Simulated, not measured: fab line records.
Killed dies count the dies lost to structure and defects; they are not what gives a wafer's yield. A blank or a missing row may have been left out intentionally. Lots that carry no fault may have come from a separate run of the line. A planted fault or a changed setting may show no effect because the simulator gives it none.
fab line records | flow sky130
record: lots: 7 | wafers: 21 | last-day: 49
route steps=708 shown CAPM@550 METAL3@555 PAD_OPEN@708
lots with no fault: from the same line, run without faults
start-h: hours from the record's opening day to when the first of the lot's shown wafers began | wait-h: how many hours have passed since the lot's step before this one | " identical to the entry in the row above | L1.1+2: a row that stands for several wafers | - no value present, or no start provided | * or withheld: withheld | < > ~ a bound
route shown NAME@n: a module of which the file shows steps, and the number in the route of the first | usual: the fault-free wafers' mean and standard deviation | same: alike in all rows | chamber/n: place in a boat | sites: each site's reading | _std_site: standard deviation across them | _edge_site: mean of outer sites minus mean of inner sites | radius-mm: how far each site lies from the wafer's centre | mask NAME#n: copy n | behind: the most recent tool/chamber to have shaped the wafer | hold: the reason the lot was held/the length of the hold in hours/how it ended | device: whichever transistor did not switch (one of n, p or np) | end of line: tests of these same wafers at the route's end | a step given without rows: its recipe and nothing more | killed: at the first sort, the dies lost to defects and structure; wafer yield is something else | map: dies across one wafer; x = killed, . = not, _ = none there
set.NAME: the setting as run; set.NAME@STEP: as run at that earlier step | model.NAME: the simulator's own value behind a step, which no gauge read
a table for each step, a row for each wafer; lots at some steps of the route
services: a tool's chamber out of use, with start hour (start-h, from the record's first day; less than 0 if before it), hours out, and reason
== steps ==
step: SKY_CAPM_METAL_ETCH_13
recipe: target-depth-nm: 220 | stop-on: SiO2 | chemistry: Cl2/BCl3 | target: TiN | pressure-mtorr: 10 | icp-w: 900 | bias-w: 48.5 | Cl2_flow_sccm: 60 | bcl3-flow-sccm: 30 | time-s: 60.68
usual: drypump-motor-current-A: 5.50/0.22 | oes-product-au: 0.958/0.011 | throttle-valve-pct: 21.891/0.012
lot.wafer | tool         | chamber | start-h | wait-h | drypump-motor-current-A | oes-product-au | rf-hours-counter-h | throttle-valve-pct
L223.1    | rie-metal-02 | 1       | 863.15  | 0.0    | 5.66                    | 0.977          | 11                 | 21.891
L223.5    | "            | 0       | "       | "      | 5.28                    | 0.963          | -                  | 21.869
L223.6    | "            | 1       | "       | "      | 5.64                    | 0.967          | -                  | 21.886
L224.1    | rie-metal-04 | 0       | 877.10  | 0.0    | 5.78                    | 0.968          | 14                 | 21.884
L224.4    | "            | 0       | "       | "      | 5.78                    | 0.949          | -                  | 21.889
L224.5    | "            | 0       | "       | "      | 5.78                    | 0.943          | -                  | 21.901
L230.4    | rie-metal-04 | 1       | 924.42  | 0.0    | 5.20                    | 0.949          | -                  | 21.898
L230.5    | "            | 1       | "       | "      | 5.18                    | 0.955          | -                  | 21.878
L230.6    | "            | 0       | "       | "      | 5.77                    | 0.949          | -                  | 21.879
L239.3    | rie-metal-03 | 0       | 992.28  | 0.0    | 5.60                    | 0.967          | -                  | 21.880
L239.4    | "            | 1       | "       | "      | 5.79                    | 0.975          | -                  | 21.876
L239.5    | "            | 0       | "       | "      | 5.62                    | 0.967          | -                  | 21.865
L241.3    | rie-metal-02 | 0       | 999.12  | 0.0    | 5.27                    | 0.953          | -                  | 21.899
L241.4    | "            | 1       | "       | "      | 5.63                    | 0.974          | -                  | 21.883
L241.5    | "            | 1       | "       | "      | 5.64                    | 0.942          | -                  | 21.908
L242.1    | rie-metal-03 | 0       | 1008.65 | 0.0    | 5.59                    | 0.963          | 24                 | 21.886
L242.3    | "            | 1       | "       | "      | 5.78                    | 0.982          | -                  | 21.871
L242.4    | "            | 0       | "       | "      | 5.59                    | 0.966          | -                  | 21.901
L243.3    | rie-metal-02 | 1       | 1017.32 | 0.0    | 5.67                    | 0.960          | -                  | 21.880
L243.5    | "            | 1       | "       | "      | 5.65                    | 0.947          | -                  | 21.883
L243.6    | "            | 0       | "       | "      | 5.28                    | 0.975          | -                  | 21.905
step: SKY_CAPM_STRIP_14
recipe: chemistry: O2/N2 | power-w: 1400 | pressure-mtorr: 1500 | platen-temp-c: withheld | o2-flow-sccm: 3000 | n2-flow-sccm: 300 | overash-fraction: 0.5
usual: drypump-motor-current-A: 5.6/0.48 | oes-product-au: 0.710/0.0043 | strip-time-to-endpoint-s: 12.71/0.055
lot.wafer | tool            | chamber | start-h | wait-h | drypump-motor-current-A | oes-product-au | rf-hours-counter-h | strip-time-to-endpoint-s
L223.1    | plasma-asher-03 | 0       | 863.22  | 0.1    | 6.2                     | 0.708          | 13                 | 12.80
L223.5    | "               | 1       | "       | "      | 6.2                     | 0.712          | -                  | 12.72
L223.6    | "               | 0       | "       | "      | 6.2                     | 0.711          | -                  | 12.74
L224.1    | plasma-asher-01 | 1       | 877.18  | 0.1    | 4.9                     | 0.711          | 81                 | 12.75
L224.4    | "               | 1       | "       | "      | 4.9                     | 0.705          | -                  | 12.78
L224.5    | "               | 0       | "       | "      | 5.8                     | 0.707          | -                  | 12.76
L230.4    | plasma-asher-01 | 1       | 924.51  | 0.1    | 4.9                     | 0.705          | -                  | 12.70
L230.5    | "               | 1       | "       | "      | 4.9                     | 0.712          | -                  | 12.68
L230.6    | "               | 0       | "       | "      | 5.8                     | 0.704          | -                  | 12.76
L239.3    | plasma-asher-02 | 1       | 992.36  | 0.1    | 5.1                     | 0.708          | -                  | 12.62
L239.4    | "               | 0       | "       | "      | 5.9                     | 0.706          | -                  | 12.71
L239.5    | "               | 0       | "       | "      | 5.9                     | 0.716          | -                  | 12.57
L241.3    | plasma-asher-01 | 0       | 999.21  | 0.1    | 5.8                     | 0.709          | -                  | 12.68
L241.4    | "               | 1       | "       | "      | 4.9                     | 0.703          | -                  | 12.71
L241.5    | "               | 1       | "       | "      | 4.9                     | 0.713          | -                  | 12.72
L242.1    | plasma-asher-03 | 0       | 1008.72 | 0.1    | 6.2                     | 0.712          | 26                 | 12.68
L242.3    | "               | 1       | "       | "      | 6.2                     | 0.714          | -                  | 12.75
L242.4    | "               | 0       | "       | "      | 6.2                     | 0.711          | -                  | 12.65
L243.3    | plasma-asher-01 | 1       | 1017.41 | 0.1    | 4.9                     | 0.704          | -                  | 12.75
L243.5    | "               | 1       | "       | "      | 4.9                     | 0.712          | -                  | 12.69
L243.6    | "               | 0       | "       | "      | 5.8                     | 0.709          | -                  | 12.71
step: SKY_CAPM_STRIP_15
recipe: chemistry: post-etch-residue-remover | time-s: 1200 | temp-c: 72.5
step: SKY_CAPM_CLEAN_16
recipe: chemistry: IPA | time-s: 180 | temp-c: 25
step: SKY_CAPM_CLEAN_17
recipe: chemistry: O3/DIW | dry: n2-spin
step: SKY_METAL3_DEHYDRATE_05
recipe: temp-c: 200 | time-s: 60
step: SKY_METAL3_HMDS_06
recipe: prime-time-s: 60 | prime-temp-c: 120
step: SKY_METAL3_COAT_07
recipe: resist: BARC | temp-c: withheld | time-s: withheld | spin-rpm: 3000 | resist-thk-nm: 60
step: SKY_METAL3_COAT_08
recipe: resist: KrF-thick | spin-rpm: 3000 | resist-thk-nm: 1140
step: SKY_METAL3_SOFTBAKE_09
recipe: temp-c: 100 | time-s: 90 | resist: KrF-thick
step: SKY_METAL3_EXPOSE_10
recipe: mask-id: MM3 | na: 0.68 | source-shape: annular | sigma-inner: 0.4 | sigma-outer: 0.8 | target-cd-nm: 300 | dose-mj: 28
step: SKY_METAL3_PEB_11
recipe: peb-temp-c: withheld | peb-time-s: withheld | resist: KrF-thick
step: SKY_METAL3_DEVELOP_12
recipe: develop-time-s: 60 | resist: KrF-thick | dev-temp-c: 21
usual: developer-temp-C: 21.00/0.12
lot.wafer | tool           | chamber | start-h | wait-h | developer-temp-C
L223.1    | litho-track-01 | 0       | 889     | -      | 21.03
L223.5    | "              | 0       | "       | "      | 21.06
L223.6    | "              | 0       | "       | "      | 21.02
L224.1    | litho-track-04 | 0       | 902     | -      | 21.18
L224.4    | "              | 0       | "       | "      | 20.85
L224.5    | "              | 0       | "       | "      | 21.10
L230.4    | litho-track-02 | 0       | 949     | -      | 20.94
L230.5    | "              | 0       | "       | "      | 20.88
L230.6    | "              | 0       | "       | "      | 20.97
L239.3    | litho-track-02 | 0       | 1015    | -      | 21.70
L239.4    | "              | 0       | "       | "      | 21.73
L239.5    | "              | 0       | "       | "      | 21.54
L241.3    | litho-track-02 | 0       | 1022    | -      | 21.57
L241.4    | "              | 0       | "       | "      | 21.52
L241.5    | "              | 0       | "       | "      | 21.59
L242.1    | litho-track-02 | 0       | 1031    | -      | 21.50
L242.3    | "              | 0       | "       | "      | 21.56
L242.4    | "              | 0       | "       | "      | 21.62
L243.3    | litho-track-01 | 0       | 1040    | -      | 21.11
L243.5    | "              | 0       | "       | "      | 21.15
L243.6    | "              | 0       | "       | "      | 21.06
step: SKY_METAL3_CD_MEAS_13
recipe: target-cd-nm: 300
usual: cd-nm: 300.3/1.2
lot.wafer | tool      | chamber | start-h | wait-h | cd-nm
L223.1    | cd-sem-01 | -       | 889.46  | -      | 301.1
L223.5    | "         | -       | "       | "      | 299.5
L223.6    | "         | -       | "       | "      | 299.2
L224.1    | cd-sem-01 | -       | 902.72  | -      | 300.8
L224.4    | "         | -       | "       | "      | 299.6
L224.5    | "         | -       | "       | "      | 299.4
L230.4    | cd-sem-02 | -       | 949.77  | -      | 302.0
L230.5    | "         | -       | "       | "      | 300.8
L230.6    | "         | -       | "       | "      | 301.5
L239.3    | cd-sem-01 | -       | 1015.85 | -      | 299.9
L239.4    | "         | -       | "       | "      | 300.6
L239.5    | "         | -       | "       | "      | 299.9
L241.3    | cd-sem-02 | -       | 1022.75 | -      | 301.2
L241.4    | "         | -       | "       | "      | 301.1
L241.5    | "         | -       | "       | "      | 299.1
L242.1    | cd-sem-01 | -       | 1031.66 | -      | 298.4
L242.3    | "         | -       | "       | "      | 298.3
L242.4    | "         | -       | "       | "      | 297.7
L243.3    | cd-sem-01 | -       | 1040.56 | -      | 301.5
L243.5    | "         | -       | "       | "      | 300.7
L243.6    | "         | -       | "       | "      | 301.6
step: SKY_PAD_OPEN_PROBE_99
usual: defect-limited-yield: 82.9/2 | killed_at_M0_to_M3: 43/7 | killed_at_M4_up: 3.0/1.9 | killed-at-contacts: 24/4.6 | killed-at-front-end: 15/4.1 | killed-at-other: 0.3/0.52 | killed-dies: 84/9.7 | killed-open: 46/6.9 | killed-short: 38/6.8 | sort_bin_3_pad_short: 0.8/0.41 | sort_bin_5_function: 10.2/1.5 | sort_bin_6_memory: 6.1/1.1 | sort-n-pass: 408/9.7 | sort-yield-pct: 82.9/2
same: gross-dies: 492 | killed-at-back-side: 0 | sort_bin_4_leakage[%]: 0 | sort_bin_8_speed[%]: 0
lot.wafer | tool      | chamber | start-h | wait-h | defect-limited-yield[%] | killed_at_M0_to_M3 | killed_at_M4_up | killed-at-contacts | killed-at-front-end | killed-at-other | killed-dies | killed-open | killed-short | sort_bin_3_pad_short[%] | sort_bin_5_function[%] | sort_bin_6_memory[%] | sort-n-pass | sort-yield-pct[%]
L223.1    | prober-01 | -       | 1066.08 | 0.1    | 82.7                    | 37                 | 1               | 25                 | 22                  | 0               | 85          | 46          | 39           | 1.2                     | 8.7                    | 7.3                  | 407         | 82.7
L223.5    | prober-01 | -       | 1066.28 | 0.2    | 83.7                    | 44                 | 1               | 23                 | 12                  | 0               | 80          | 41          | 38           | 0.4                     | 8.9                    | 6.9                  | 412         | 83.7
L223.6    | prober-01 | -       | 1066.33 | 0.2    | 81.9                    | 40                 | 3               | 29                 | 17                  | 0               | 89          | 54          | 35           | 0.4                     | 9.8                    | 7.9                  | 403         | 81.9
L224.1    | prober-02 | -       | 1075.81 | 0.1    | 82.9                    | 38                 | 2               | 25                 | 19                  | 0               | 84          | 53          | 30           | 0.2                     | 11.2                   | 5.7                  | 408         | 82.9
L224.4    | prober-02 | -       | 1075.96 | 0.2    | 85.4                    | 32                 | 2               | 19                 | 18                  | 1               | 72          | 42          | 27           | 0.6                     | 8.9                    | 5.1                  | 420         | 85.4
L224.5    | prober-02 | -       | 1076.01 | 0.2    | 83.1                    | 38                 | 4               | 27                 | 14                  | 0               | 83          | 50          | 32           | 0.4                     | 10.6                   | 5.9                  | 409         | 83.1
L230.4    | prober-02 | -       | 1116.35 | 0.2    | 82.1                    | 41                 | 0               | 27                 | 20                  | 0               | 88          | 44          | 43           | 1.0                     | 9.3                    | 7.5                  | 404         | 82.1
L230.5    | prober-02 | -       | 1116.40 | 0.2    | 80.9                    | 41                 | 3               | 28                 | 22                  | 0               | 94          | 46          | 47           | 1.2                     | 10.8                   | 7.1                  | 398         | 80.9
L230.6    | prober-02 | -       | 1116.45 | 0.2    | 80.5                    | 56                 | 3               | 23                 | 14                  | 0               | 96          | 51          | 45           | 0.4                     | 11.0                   | 8.1                  | 396         | 80.5
L239.3    | prober-02 | -       | 1168.08 | 0.2    | 87.0                    | 31                 | 2               | 23                 | 8                   | 0               | 64          | 37          | 26           | 0.4                     | 7.7                    | 4.9                  | 428         | 87.0
L239.4    | prober-02 | -       | 1168.13 | 0.2    | 80.9                    | 55                 | 2               | 26                 | 10                  | 1               | 94          | 52          | 42           | 0.6                     | 10.2                   | 8.3                  | 398         | 80.9
L239.5    | prober-02 | -       | 1168.18 | 0.2    | 82.1                    | 49                 | 2               | 21                 | 16                  | 0               | 88          | 43          | 44           | 0.8                     | 10.4                   | 6.7                  | 404         | 82.1
L241.3    | prober-02 | -       | 1174.88 | 0.2    | 82.1                    | 48                 | 2               | 24                 | 14                  | 0               | 88          | 51          | 37           | 1.0                     | 11.2                   | 5.7                  | 404         | 82.1
L241.4    | prober-02 | -       | 1174.93 | 0.2    | 84.6                    | 40                 | 3               | 24                 | 8                   | 1               | 76          | 42          | 33           | 1.0                     | 7.7                    | 6.7                  | 416         | 84.6
L241.5    | prober-02 | -       | 1174.98 | 0.2    | 82.3                    | 46                 | 2               | 28                 | 11                  | 0               | 87          | 42          | 45           | 0.6                     | 11.4                   | 5.7                  | 405         | 82.3
L242.1    | prober-01 | -       | 1178.71 | 0.1    | 85.4                    | 34                 | 2               | 22                 | 14                  | 0               | 72          | 37          | 34           | 1.0                     | 6.5                    | 7.1                  | 420         | 85.4
L242.3    | prober-01 | -       | 1178.81 | 0.2    | 82.5                    | 43                 | 5               | 28                 | 10                  | 0               | 86          | 45          | 39           | 1.0                     | 12.2                   | 4.3                  | 406         | 82.5
L242.4    | prober-01 | -       | 1178.86 | 0.2    | 84.6                    | 34                 | 2               | 23                 | 16                  | 1               | 76          | 48          | 26           | 0.2                     | 11.4                   | 3.9                  | 416         | 84.6
L243.3    | prober-02 | -       | 1185.27 | 0.2    | 86.2                    | 31                 | 3               | 20                 | 14                  | 0               | 68          | 37          | 29           | 0.4                     | 8.5                    | 4.9                  | 424         | 86.2
L243.5    | prober-02 | -       | 1185.37 | 0.2    | 83.7                    | 50                 | 2               | 20                 | 8                   | 0               | 80          | 55          | 25           | 0.2                     | 11.4                   | 4.7                  | 412         | 83.7
L243.6    | prober-02 | -       | 1185.42 | 0.2    | 83.5                    | 48                 | 2               | 14                 | 17                  | 0               | 81          | 35          | 43           | 1.2                     | 10.0                   | 5.3                  | 411         | 83.5
killed by level:class
L223.1 VIA1:geometric-particle:open=11 CONTACT:geometric-particle:open=9 CONTACT:geometric-particle:short=7 VIA1:geometric-particle:short=7 LI_CONTACT:geometric-particle:open=6 VIA3:geometric-particle:open=6 FIELD_ISO:geometric-particle:short=5 POLY_GATE:geometric-particle:short=4
L223.5 VIA1:geometric-particle:open=16 POLY_GATE:geometric-particle:short=6 LOCAL_INTERCONNECT:geometric-particle:short=6 CONTACT:geometric-particle:open=6 METAL1:geometric-particle:short=6 CONTACT:geometric-particle:short=5 VIA2:geometric-particle:open=5 VIA3:geometric-particle:open=5
L223.6 CONTACT:geometric-particle:open=11 LI_CONTACT:geometric-particle:open=9 VIA1:geometric-particle:open=9 METAL2:geometric-particle:short=7 VIA2:geometric-particle:open=5 LOCAL_INTERCONNECT:geometric-particle:short=5 VIA3:geometric-particle:open=5 POLY_GATE:geometric-particle:open=4
L224.1 VIA1:geometric-particle:open=12 LI_CONTACT:geometric-particle:open=9 VIA3:geometric-particle:open=7 CONTACT:geometric-particle:short=6 VIA2:geometric-particle:open=6 POLY_GATE:geometric-particle:open=5 CONTACT:geometric-particle:open=5 FIELD_ISO:geometric-particle:short=4
L224.4 CONTACT:geometric-particle:open=7 FIELD_ISO:geometric-particle:open=6 LI_CONTACT:geometric-particle:open=6 METAL1:geometric-particle:short=6 VIA1:geometric-particle:open=5 VIA3:geometric-particle:open=4 METAL2:geometric-particle:open=4 FIELD_ISO:geometric-particle:short=3
L224.5 VIA1:geometric-particle:open=11 CONTACT:geometric-particle:open=9 LI_CONTACT:geometric-particle:open=8 METAL2:geometric-particle:short=8 VIA3:geometric-particle:open=6 CONTACT:geometric-particle:short=5 FIELD_ISO:geometric-particle:short=4 POLY_GATE:geometric-particle:open=4
L230.4 LOCAL_INTERCONNECT:geometric-particle:short=9 VIA1:geometric-particle:open=8 POLY_GATE:geometric-particle:open=6 CONTACT:geometric-particle:open=6 METAL1:geometric-particle:short=5 VIA1:geometric-particle:short=5 METAL2:geometric-particle:short=5 VIA3:geometric-particle:open=5
L230.5 CONTACT:geometric-particle:open=12 METAL1:geometric-particle:short=8 METAL2:geometric-particle:short=7 VIA3:geometric-particle:open=7 VIA1:geometric-particle:open=6 FIELD_ISO:geometric-particle:open=5 LOCAL_INTERCONNECT:geometric-particle:short=5 FIELD_ISO:geometric-particle:short=4
L230.6 VIA1:geometric-particle:open=13 LI_CONTACT:geometric-particle:open=8 METAL1:geometric-particle:short=6 VIA1:geometric-particle:short=6 METAL2:geometric-particle:short=6 VIA3:geometric-particle:open=6 POLY_GATE:geometric-particle:short=5 METAL3:geometric-particle:short=5
L239.3 VIA1:geometric-particle:open=10 VIA2:geometric-particle:open=8 LI_CONTACT:geometric-particle:open=7 CONTACT:geometric-particle:open=7 METAL1:geometric-particle:short=4 CONTACT:geometric-particle:short=4 FIELD_ISO:geometric-particle:short=3 POLY_GATE:geometric-particle:short=3
L239.4 VIA1:geometric-particle:open=14 LI_CONTACT:geometric-particle:open=11 VIA2:geometric-particle:open=11 METAL1:geometric-particle:short=9 CONTACT:geometric-particle:open=8 VIA2:geometric-particle:short=7 POLY_GATE:geometric-particle:short=4 CONTACT:geometric-particle:short=4
L239.5 VIA1:geometric-particle:open=9 FIELD_ISO:geometric-particle:short=8 CONTACT:geometric-particle:open=8 METAL1:geometric-particle:short=8 VIA2:geometric-particle:open=8 VIA1:geometric-particle:short=7 LOCAL_INTERCONNECT:geometric-particle:short=4 VIA3:geometric-particle:short=4
L241.3 VIA2:geometric-particle:open=14 VIA1:geometric-particle:open=10 METAL1:geometric-particle:short=8 CONTACT:geometric-particle:short=8 CONTACT:geometric-particle:open=7 LI_CONTACT:geometric-particle:open=6 FIELD_ISO:geometric-particle:short=5 FIELD_ISO:geometric-particle:open=4
L241.4 LI_CONTACT:geometric-particle:open=8 VIA1:geometric-particle:open=7 CONTACT:geometric-particle:open=6 METAL2:geometric-particle:short=6 CONTACT:geometric-particle:short=5 METAL1:geometric-particle:short=5 VIA2:geometric-particle:open=5 VIA3:geometric-particle:open=5
L241.5 CONTACT:geometric-particle:open=13 VIA1:geometric-particle:open=12 CONTACT:geometric-particle:short=9 METAL1:geometric-particle:short=6 VIA1:geometric-particle:short=6 METAL2:geometric-particle:short=6 FIELD_ISO:geometric-particle:open=4 METAL3:geometric-particle:short=4
L242.1 LI_CONTACT:geometric-particle:open=7 VIA3:geometric-particle:open=6 CONTACT:geometric-particle:open=5 METAL1:geometric-particle:short=5 POLY_GATE:geometric-particle:open=4 CONTACT:geometric-particle:short=4 METAL2:geometric-particle:short=4 VIA1:geometric-particle:open=4
L242.3 CONTACT:geometric-particle:open=8 VIA2:geometric-particle:open=8 LI_CONTACT:geometric-particle:open=7 LOCAL_INTERCONNECT:geometric-particle:short=6 VIA3:geometric-particle:open=6 METAL3:geometric-particle:short=6 CONTACT:geometric-particle:short=5 VIA1:geometric-particle:open=5
L242.4 CONTACT:geometric-particle:open=9 VIA1:geometric-particle:open=9 VIA3:geometric-particle:open=9 LI_CONTACT:geometric-particle:open=6 METAL1:geometric-particle:short=6 FIELD_ISO:geometric-particle:open=5 VIA2:geometric-particle:open=5 SPACER:geometric-particle:short=4
L243.3 LI_CONTACT:geometric-particle:open=6 VIA1:geometric-particle:open=6 LI_CONTACT:geometric-particle:short=5 CONTACT:geometric-particle:open=5 METAL1:geometric-particle:short=5 VIA2:geometric-particle:short=5 FIELD_ISO:geometric-particle:open=4 POLY_GATE:geometric-particle:short=4
L243.5 VIA1:geometric-particle:open=14 VIA2:geometric-particle:open=12 LI_CONTACT:geometric-particle:open=7 METAL2:geometric-particle:short=6 CONTACT:geometric-particle:open=5 METAL2:geometric-particle:open=4 CONTACT:geometric-particle:short=4 VIA2:geometric-particle:short=3
L243.6 VIA1:geometric-particle:open=10 METAL1:geometric-particle:short=7 METAL2:geometric-particle:short=6 CONTACT:geometric-particle:open=5 CONTACT:geometric-particle:short=5 VIA1:geometric-particle:short=5 VIA2:geometric-particle:short=4 VIA3:geometric-particle:short=4
== services ==
tool            | chamber | start-h | hours | kind
rie-metal-03    | -       | 855.62  | 1.4   | pm
rie-metal-02    | -       | 874.87  | 1.5   | repair
rie-metal-02    | 1       | 876.18  | 1.9   | repair
plasma-asher-01 | -       | 891.64  | 10.5  | repair
rie-metal-04    | -       | 908.11  | 0.5   | repair
rie-metal-03    | -       | 929.48  | 2.8   | pm
rie-metal-04    | 0       | 960.89  | -     | clean
rie-metal-04    | 0       | 960.89  | 22.9  | scheduled-down
rie-metal-04    | 0       | 960.89  | 22.9  | vent-cycle
rie-metal-03    | 1       | 971.58  | 15.1  | repair
rie-metal-04    | -       | 975.46  | 55.4  | repair
plasma-asher-03 | -       | 987.77  | 14.6  | pm
rie-metal-02    | -       | 1011.53 | 0.3   | repair
plasma-asher-01 | -       | 1027.94 | 0.9   | repair
== key ==
first-sign: step: SKY_METAL3_DEVELOP_12 | reading: developer-temp-C | direction: up | sigmas: 5.1 | usual: * | struck: *
effect none on later readings
met-at SKY_METAL3_DEVELOP_12
struck-wafers L239.3,L239.4,L239.5,L241.3,L241.4,L241.5,L242.1,L242.3,L242.4
loop-trim: step: SKY_METAL3_EXPOSE_10 | setting: dose | lots: L242
onset-between 949 1015
fault: kind: process-parameter-drift | tool: litho-track-02 | chamber: - | onset-h: 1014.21 | steps: SKY_METAL3_DEVELOP_12 | channel: dev-temp-c | offset: * | shape: step | end-h: 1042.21 | acts-in: * | stated: *
loop-trim: a control loop set the setting to another value than it would have without faults
